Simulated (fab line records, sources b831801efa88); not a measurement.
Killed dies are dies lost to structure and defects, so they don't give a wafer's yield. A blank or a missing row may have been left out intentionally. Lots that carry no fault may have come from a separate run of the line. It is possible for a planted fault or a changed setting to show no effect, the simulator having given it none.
Code-filled problem report in 8D (eight disciplines) form + flow sky130 + the parts of the form that need people (team, actions taken, sign-off) are left out

== 1. PROBLEM STATEMENT ==
SD_N_RS at SKY_SD_N_RS_MEAS_16 reads a mean of 51.33 ohm/sq on 6 wafers of 2 lots; wafers without a fault read 68.55 ohm/sq with a standard deviation of 0.11. So: -99 or more standard deviations from the usual mean.
The step: measures by four-point-probe.
First seen on wafer L985.1, day 31 16:05, on filmMetro-04. Wafers with a number at this step in the record: 39, from 13 lots. Rule for "out", or "out of limits": more than 4 standard deviations from the usual mean. All remaining wafers that have a number are taken as sound.

== 2. WHAT IT IS, WHAT IT ISN'T ==
| question                    | is                         | is not                                                                                             |
|-----------------------------|----------------------------|----------------------------------------------------------------------------------------------------|
| which readings at this step | SD_N_RS                    | -                                                                                                  |
| which lots                  | L985, L987                 | L974, L975, L976, L977, L978, L990, L992, L994, L995, L996, L997                                   |
| which wafers of those lots  | all that have a number     | -                                                                                                  |
| read on which gauges        | filmMetro-03, filmMetro-04 | filmMetro-01                                                                                       |
| when                        | from day 31 16:05          | up to then (15 sound wafers); but 18 sound wafers of L990, L992, L994, L995, L996, L997 came after |

== 3. SUSPECTS, AND WHAT RULES EACH OUT ==
Counting: a tool at any process step up to the reading remains a suspect when it ran all the lots that are out and ran no sound lot after the first of those.
- the gauge at SKY_SD_N_RS_MEAS_16 has been ruled out. 2 gauges (filmMetro-03, filmMetro-04) read the wafers that are out.
- rtpAnneal-02 at SKY_SD_N_RTA_14 (time 2 s): ruled out as a lasting fault. Following L985 (day 31 15:55), the first lot on it that is out, the sound lots L995, L997 were run on it.
Left after counting: nothing in the record.

== 4. THE CAUSE (what the simulator had put in) ==
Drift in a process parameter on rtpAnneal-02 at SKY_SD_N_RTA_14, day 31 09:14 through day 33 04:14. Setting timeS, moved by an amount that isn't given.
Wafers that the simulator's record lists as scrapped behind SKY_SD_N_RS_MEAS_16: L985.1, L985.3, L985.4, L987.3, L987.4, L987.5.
The count ruled it out by mistake, since the rule takes a fault to strike every lot its tool runs from the start of the fault on, and this one did not do so.

== 5. SEQUENCE OF EFFECTS, ordered by route ==
One row per reading whose mean, taken over the struck wafers that have a number, lies over 3 standard deviations from the usual. Only readings for which the record gives a usual standard deviation are gone through. hours: the time from each lot's start at the first step in this table that gives one to its start at this step, as a median over the lots. sigmas: the change in usual standard deviations.
| hours | step                | reading | usual        | on struck wafers | change | sigmas      |
|-------|---------------------|---------|--------------|------------------|--------|-------------|
| 0     | SKY_SD_N_RS_MEAS_16 | SD_N_RS | 68.55 ohm/sq | 51.33            | -17.22 | -99 or more |

== 6. WHAT WOULD HAVE CAUGHT IT SOONER ==
Counted from the fault's start at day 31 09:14, it took 7 hours until the first out-of-limits reading at a measuring or inspecting step in this record, taken at day 31 16:05.
Tool readings at SKY_SD_N_RTA_14 with a usual standard deviation given in the record: none out on any struck wafer, hence no alarm at a limit of 4 standard deviations on them.
